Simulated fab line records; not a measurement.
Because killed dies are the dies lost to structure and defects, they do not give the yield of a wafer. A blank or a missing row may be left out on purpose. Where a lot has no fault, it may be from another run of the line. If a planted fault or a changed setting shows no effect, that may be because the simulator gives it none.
One fault through the eyes of 2 desks + flow sky130 + each desk holds nothing but its own numbers, with what lay behind them at the end

AT THE METROLOGY DESK
What the gauges read, lot by lot, whatever tool the lot ran on: means of the sampled wafers that have a number. A lot is out of limits, marked OUT, if its mean lies more than 4 standard deviations from the usual mean; the brackets give that distance.
Columns: A = CONTACT_W_RS at SKY_CONTACT_RS_MEAS_25, usual 0.337 ohm/sq; B = CONTACT_W_THK at SKY_CONTACT_THK_MEAS_26, usual 344 nm
| lot  | first seen here | A               | B              |
|------|-----------------|-----------------|----------------|
| L913 | day 32 00:58    | 0.335           | 340            |
| L917 | day 32 15:45    | 0.338           | 346            |
| L918 | day 33 09:43    | 0.407 (+16) OUT | 285 (-9.2) OUT |
| L919 | day 33 14:08    | 0.445 (+24) OUT | 264 (-12) OUT  |
| L920 | day 34 01:44    | 0.334           | 351            |
| L928 | day 36 15:49    | 0.334           | 348            |
| L929 | day 36 23:35    | 0.338           | 337            |
| L930 | day 37 03:41    | 0.337           | 345            |
| L935 | day 38 11:28    | 0.334           | 352            |
| L936 | day 38 18:04    | 0.339           | 343            |
Per this desk, out of limits: L918, L919; the first was L918, day 33 09:43 (CONTACT_W_RS at SKY_CONTACT_RS_MEAS_25). L913, L917, L920, L928, L929, L930, L935, L936: within limits.

THE TOOL OWNER'S DESK: cvd-w-02
The tool's own readings at SKY_CONTACT_CVD_24 (deposits W, target thk 340 nm, time 102.12 s): means of the sampled wafers that have a number, for each lot that ran on this tool. A lot is out of limits, marked OUT, if its mean lies more than 4 standard deviations from the usual mean; the brackets give that distance.
Columns: A = heater-power-w at SKY_CONTACT_CVD_24, usual 900 W
| lot  | first seen here | A   |
|------|-----------------|-----|
| L917 | day 32 15:37    | 791 |
| L918 | day 33 09:37    | 785 |
| L919 | day 33 14:01    | 795 |
| L928 | day 36 15:41    | 779 |
| L929 | day 36 23:29    | 796 |
| L930 | day 37 03:33    | 784 |
| L936 | day 38 17:56    | 787 |
This desk found nothing out of limits on any of the 7 lots.

ALL TOGETHER
Metrology desk: alarm possible at day 33 09:43 on L918, L919.
The tool owner's desk saw nothing out of limits.
Tool owner's desk: L918, L919 on record, inside its limits.
The lots listed all ran SKY_CONTACT_CVD_24 on cvd-w-02.

WHAT THE SIMULATOR PUT IN
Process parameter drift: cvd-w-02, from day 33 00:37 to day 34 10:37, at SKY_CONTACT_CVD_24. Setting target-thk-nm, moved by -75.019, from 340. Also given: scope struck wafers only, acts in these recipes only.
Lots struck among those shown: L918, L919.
Delay in hours, fault start to first out-of-limits reading, per desk: metrology desk 9.
